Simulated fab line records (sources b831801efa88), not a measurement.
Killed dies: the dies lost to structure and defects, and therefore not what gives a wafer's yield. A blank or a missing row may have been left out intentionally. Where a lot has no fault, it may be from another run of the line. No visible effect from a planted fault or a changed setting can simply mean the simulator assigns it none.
Which tool was responsible? | flow gf180mcu | 12 lots with 36 wafers sampled at 5 steps, on a route of 602 steps

== WHAT EACH GAUGE READ, for each wafer ==
GF_M4_RS_MEAS_05: a four-point-probe measurement. Usual: M4_ALCU_RS gives 0.0698 ohm/sq (standard deviation 0.00079).
lot  | measured     | on            | M4_ALCU_RS (ohm/sq)  | flag
L647 | day 25 08:23 | film-metro-04 | 0.0715 0.0695 0.0702 |
L648 | day 25 17:11 | film-metro-01 | 0.0689 0.0705 0.0692 |
L649 | day 25 21:04 | film-metro-04 | 0.0693 0.0690 0.0699 |
L651 | day 26 13:17 | film-metro-04 | 0.0705 0.0685 0.0692 |
L652 | day 26 19:19 | film-metro-04 | 0.0712 0.0708 0.0707 |
L655 | day 27 23:02 | film-metro-01 | 0.0716 0.0696 0.0713 |
L656 | day 28 05:58 | film-metro-02 | 0.0696 0.0690 0.0690 |
L658 | day 28 16:13 | film-metro-04 | 0.0701 0.0704 0.0693 |
L662 | day 29 22:02 | film-metro-02 | 0.0693 0.0675 0.0696 |
L663 | day 30 01:21 | film-metro-01 | 0.0698 0.0704 0.0709 |
L667 | day 31 04:14 | film-metro-01 | 0.0699 0.0703 0.0705 |
L668 | day 31 07:34 | film-metro-04 | 0.0693 0.0688 0.0700 |

GF_M4_THK_MEAS_06: measures by xrf. Usual: M4_ALCU_THK gives 446 nm (standard deviation 5).
lot  | measured     | on            | M4_ALCU_THK (nm) | flag
L647 | day 25 08:30 | film-metro-04 | 434 447 444      |
L648 | day 25 17:19 | film-metro-01 | 456 448 454      |
L649 | day 25 21:11 | film-metro-04 | 449 451 445      |
L651 | day 26 13:24 | film-metro-04 | 442 454 453      |
L652 | day 26 19:26 | film-metro-04 | 440 442 441      |
L655 | day 27 23:08 | film-metro-01 | 439 448 440      |
L656 | day 28 06:05 | film-metro-02 | 445 449 450      |
L658 | day 28 16:19 | film-metro-04 | 445 470 450      |
L662 | day 29 22:10 | film-metro-02 | 450 457 450      |
L663 | day 30 01:26 | film-metro-01 | 446 444 467      |
L667 | day 31 04:21 | film-metro-01 | 447 446 444      |
L668 | day 31 07:40 | film-metro-04 | 446 453 443      |

== WHAT TOOL EACH LOT RAN ON (gives the tool, then ch and the chambers of the sampled wafers, and finally the start) ==
lot  | GF_V3_STRIP_18                       | GF_V3_CVD_23                  | GF_M4_SPUTTER_04
L647 | plasma-asher-01 ch 0,1, day 25 06:54 | cvd-w-02 ch 0,1, day 25 07:34 | pvd-sputter-03, day 25 08:21
L648 | plasma-asher-01 ch 0,1, day 25 15:44 | cvd-w-01 ch 0,1, day 25 16:23 | pvd-sputter-03, day 25 17:09
L649 | plasma-asher-01 ch 0,1, day 25 19:37 | cvd-w-01 ch 0,1, day 25 20:15 | pvd-sputter-04, day 25 21:02
L651 | plasma-asher-03 ch 0,1, day 26 11:49 | cvd-w-01 ch 0,1, day 26 12:28 | pvd-sputter-03, day 26 13:14
L652 | plasma-asher-03 ch 0,1, day 26 17:44 | cvd-w-02 ch 0, day 26 18:23   | pvd-sputter-04, day 26 19:16
L655 | plasma-asher-01 ch 0,1, day 27 21:13 | cvd-w-02 ch 0, day 27 22:12   | pvd-sputter-03, day 27 22:58
L656 | plasma-asher-02 ch 1, day 28 04:31   | cvd-w-02 ch 0,1, day 28 05:09 | pvd-sputter-03, day 28 05:56
L658 | plasma-asher-01 ch 0,1, day 28 14:44 | cvd-w-02 ch 0,1, day 28 15:23 | pvd-sputter-03, day 28 16:09
L662 | plasma-asher-01 ch 0,1, day 29 20:35 | cvd-w-02 ch 0,1, day 29 21:14 | pvd-sputter-04, day 29 22:00
L663 | plasma-asher-01 ch 0,1, day 29 23:53 | cvd-w-02 ch 0,1, day 30 00:31 | pvd-sputter-03, day 30 01:15
L667 | plasma-asher-02 ch 0,1, day 31 02:46 | cvd-w-01 ch 0,1, day 31 03:25 | pvd-sputter-04, day 31 04:11
L668 | plasma-asher-03 ch 0,1, day 31 06:06 | cvd-w-01 ch 0,1, day 31 06:45 | pvd-sputter-02, day 31 07:29
- GF_V3_STRIP_18: strips in O2/N2.
- GF_V3_CVD_23: deposits W, target thk 350 nm, time 104.9 s.
- GF_M4_SPUTTER_04: material TiN, target thk 50 nm, time 41.7 s.

== AS READ BY THE TOOLS THEMSELVES (means over the sampled wafers that have a number; for cases with no such wafer, the mark the record gives instead) ==
GF_V3_STRIP_18. Usual: chamber-pressure-mTorr 1499.9 mTorr, standard deviation 1.4; drypump-motor-current-A 5.7 A, standard deviation 0.52; heater-power-w 316 W, standard deviation 37; o2-flow-sccm 3000 sccm, standard deviation 8.1; oes-product-au 0.592 a.u., standard deviation 0.005.
lot  | tool            | chamber-pressure-mTorr (mTorr) | drypump-motor-current-A (A) | heater-power-w (W) | o2-flow-sccm (sccm) | oes-product-au (a.u.) | flag
L647 | plasma-asher-01 | 1498.4                         | 5.4                         | 295                | 3010                | 0.593                 |
L648 | plasma-asher-01 | 1499.1                         | 5.2                         | 312                | 3006                | 0.593                 |
L649 | plasma-asher-01 | 1500.6                         | 5.2                         | 316                | 2992                | 0.593                 |
L651 | plasma-asher-03 | 1499.1                         | 6.3                         | 294                | 3000                | 0.595                 |
L652 | plasma-asher-03 | 1499.7                         | 6.1                         | 299                | 2997                | 0.591                 |
L655 | plasma-asher-01 | 1500.5                         | 5.2                         | 311                | 2999                | 0.594                 |
L656 | plasma-asher-02 | 1501.1                         | 6.2                         | 396                | 2998                | 0.593                 |
L658 | plasma-asher-01 | 1500.2                         | 5.2                         | 319                | 3005                | 0.592                 |
L662 | plasma-asher-01 | 1499.5                         | 5.4                         | 297                | 3001                | 0.589                 |
L663 | plasma-asher-01 | 1499.1                         | 5.5                         | 292                | 3010                | 0.588                 |
L667 | plasma-asher-02 | 1501.2                         | 6.1                         | 364                | 3003                | 0.597                 |
L668 | plasma-asher-03 | 1499.4                         | 6.1                         | 297                | 2992                | 0.591                 |

GF_V3_CVD_23. Usual: heater-power-outer-w 571 W, standard deviation 93; heater-power-w 908 W, standard deviation 130.
lot  | tool     | heater-power-outer-w (W) | heater-power-w (W) | flag
L647 | cvd-w-02 | 651                      | 1013               |
L648 | cvd-w-01 | 507                      | 847                |
L649 | cvd-w-01 | 474                      | 781                |
L651 | cvd-w-01 | 476                      | 781                |
L652 | cvd-w-02 | 629                      | 1030               |
L655 | cvd-w-02 | 638                      | 1043               |
L656 | cvd-w-02 | 674                      | 999                |
L658 | cvd-w-02 | 674                      | 1004               |
L662 | cvd-w-02 | 670                      | 1011               |
L663 | cvd-w-02 | 652                      | 1035               |
L667 | cvd-w-01 | 480                      | 778                |
L668 | cvd-w-01 | 514                      | 848                |

GF_M4_SPUTTER_04. Usual: throttle-valve-pct 30.2 %, standard deviation 0.93.
lot  | tool           | throttle-valve-pct (%) | flag
L647 | pvd-sputter-03 | 30.7                   |
L648 | pvd-sputter-03 | 30.8                   |
L649 | pvd-sputter-04 | 30.3                   |
L651 | pvd-sputter-03 | 30.4                   |
L652 | pvd-sputter-04 | 30.6                   |
L655 | pvd-sputter-03 | 29.7                   |
L656 | pvd-sputter-03 | 29.3                   |
L658 | pvd-sputter-03 | 30.5                   |
L662 | pvd-sputter-04 | 30.2                   |
L663 | pvd-sputter-03 | 30.5                   |
L667 | pvd-sputter-04 | 30.0                   |
L668 | pvd-sputter-02 | 30.4                   |

== THE ANSWER, worked out from the rows above alone ==
Rule: take the mean of a lot's wafers that have a number; if it is more than 3 standard deviations from the usual mean, the lot is off. Also off: a lot with no number at a reading for which 4 or more lots have one. All remaining lots with rows at the step are treated as sound. Order of review: gauges by route order, followed by the tools' own readings, for which a lot's mean as printed above is used. The first step at which some lot is off is used, and at that step the reading that is off furthest; a lot without a number counts as furthest.
No lot is off on any of the readings shown, so nothing can be concluded from this.

== WHAT THE SIMULATOR HAD PUT IN ==
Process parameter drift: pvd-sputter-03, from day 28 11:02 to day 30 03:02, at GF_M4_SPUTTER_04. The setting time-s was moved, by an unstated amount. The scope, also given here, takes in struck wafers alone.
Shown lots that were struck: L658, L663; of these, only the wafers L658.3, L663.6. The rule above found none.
